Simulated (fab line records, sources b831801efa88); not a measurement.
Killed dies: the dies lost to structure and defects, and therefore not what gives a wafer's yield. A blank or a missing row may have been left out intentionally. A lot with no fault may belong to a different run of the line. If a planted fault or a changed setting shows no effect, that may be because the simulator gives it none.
8D (eight disciplines) problem report, filled in by code ; flow sfq line ; the parts of the form that need people (team, actions taken, sign-off) are left out

1. WHAT IS WRONG
Wafers with no fault read 80.01 W with a standard deviation of 0.24, whereas bias w at SFQ_TRILAYER_I7_VIA_ETCH_VIA_ETCH_190 reads a mean of 77.58 W on 1 wafer of 1 lot. Relative to the usual mean, that is a shift of -10 standard deviations.
The step: etches SiO2 in CHF3, stops on Nb, target depth 260 nm.
Earliest sighting: wafer L564.5 on rie diel-04 at day 86 22:48. The record has a number at this step for 15 wafers belonging to 5 lots. Rule for "out" (also "out of limits"): further than 4 standard deviations from the usual mean. The other wafers with a number count as sound.

2. WHAT THIS IS AND IS NOT
question;is;is not
which readings at this step;bias w;drypump motor current A, oes product au
which lots;L564;L548, L550, L551, L567
which wafers of those lots;L564.5;L564.1, L564.6
read on which tools;rie diel-04;rie diel-01
when;from day 86 22:48;"up to then (11 sound wafers); but 3 sound wafers of L567 came after"

3. THE SUSPECTS, EACH WITH WHAT RULES IT OUT
Counting: a tool at a process step up to the reading stays a suspect if it ran every lot that is out. Sound lots after the first of them don't rule it out here, since some wafers of a struck lot are sound.
- pecvd-04 at SFQ_TRILAYER_I7_DEP_PECVD_183 (deposits SiO2 from SiH4/N2O, time 111.11 s, target thk 500 nm): kept. It ran the lot that is out, L564 (day 83 11:49).
- cmp-02 at SFQ_TRILAYER_I7_CMP_CMP_184 (polishes SiO2): kept. The lot that is out, L564, ran on it at day 83 22:37; the last sound lot it ran before that was L550, at day 77 17:22.
- film metro-02 at SFQ_TRILAYER_I7_METRO_MEASURE_185: kept. It ran the lot that is out, L564 (day 84 00:14).
- rie diel-04 at SFQ_TRILAYER_I7_VIA_BARC_OPEN_VIA_ETCH_260 (etches BARC in O2, target depth 125 nm, time 41.7 s): kept. The lot that is out, L564, ran on it at day 86 22:46; the last sound lot it ran before that was L548, at day 80 23:06.
- rie diel-04 at SFQ_TRILAYER_I7_VIA_ETCH_VIA_ETCH_190 (etches SiO2 in CHF3, stops on Nb, target depth 260 nm): kept. The lot that is out, L564, ran on it at day 86 22:48; the last sound lot it ran before that was L548, at day 80 23:08. Out on those wafers are its own readings of bias w.
- cmp-02, SFQ_TRILAYER_I7_CMP_CMP_184: wafers that are out in chamber 2, sound lot-mates in chambers 1, 3.
- rie diel-04, SFQ_TRILAYER_I7_VIA_BARC_OPEN_VIA_ETCH_260: wafers that are out in chamber 2, sound lot-mates in chambers 0, 3.
- rie diel-04, SFQ_TRILAYER_I7_VIA_ETCH_VIA_ETCH_190: wafers that are out in chamber 2, sound lot-mates in chambers 0, 3.
Left after counting: pecvd-04 at SFQ_TRILAYER_I7_DEP_PECVD_183, cmp-02 at SFQ_TRILAYER_I7_CMP_CMP_184, film metro-02 at SFQ_TRILAYER_I7_METRO_MEASURE_185, rie diel-04 at SFQ_TRILAYER_I7_VIA_BARC_OPEN_VIA_ETCH_260, rie diel-04 at SFQ_TRILAYER_I7_VIA_ETCH_VIA_ETCH_190.

4. THE CAUSE (what the simulator had put in)
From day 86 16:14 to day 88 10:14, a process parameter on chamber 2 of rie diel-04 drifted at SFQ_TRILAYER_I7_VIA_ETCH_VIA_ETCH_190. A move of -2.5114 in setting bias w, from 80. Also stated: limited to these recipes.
After counting, 5 suspects remain, this tool included.

5. THE CHAIN OF EFFECTS, in route order
Each row: a reading whose mean over the struck wafers that have a number lies more than 3 standard deviations from the usual. Scope: only readings with a usual standard deviation given in the record; hours: median across lots of the time from each lot's start at the first step in this table that gives one to its start at this step; sigmas: change in usual standard deviations.
hours;step;reading;usual;on struck wafers;change;sigmas
0;SFQ_TRILAYER_I7_VIA_ETCH_VIA_ETCH_190;bias w;80.01 W;77.58;-2.43;-10
Process steps it contains:
- SFQ_TRILAYER_I7_VIA_ETCH_VIA_ETCH_190: etches SiO2 in CHF3, stops on Nb, target depth 260 nm.

6. HOW IT WOULD HAVE BEEN CAUGHT EARLIER
In this record no reading fell out of limits until day 86 22:48, 7 hours after the fault had begun at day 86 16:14.
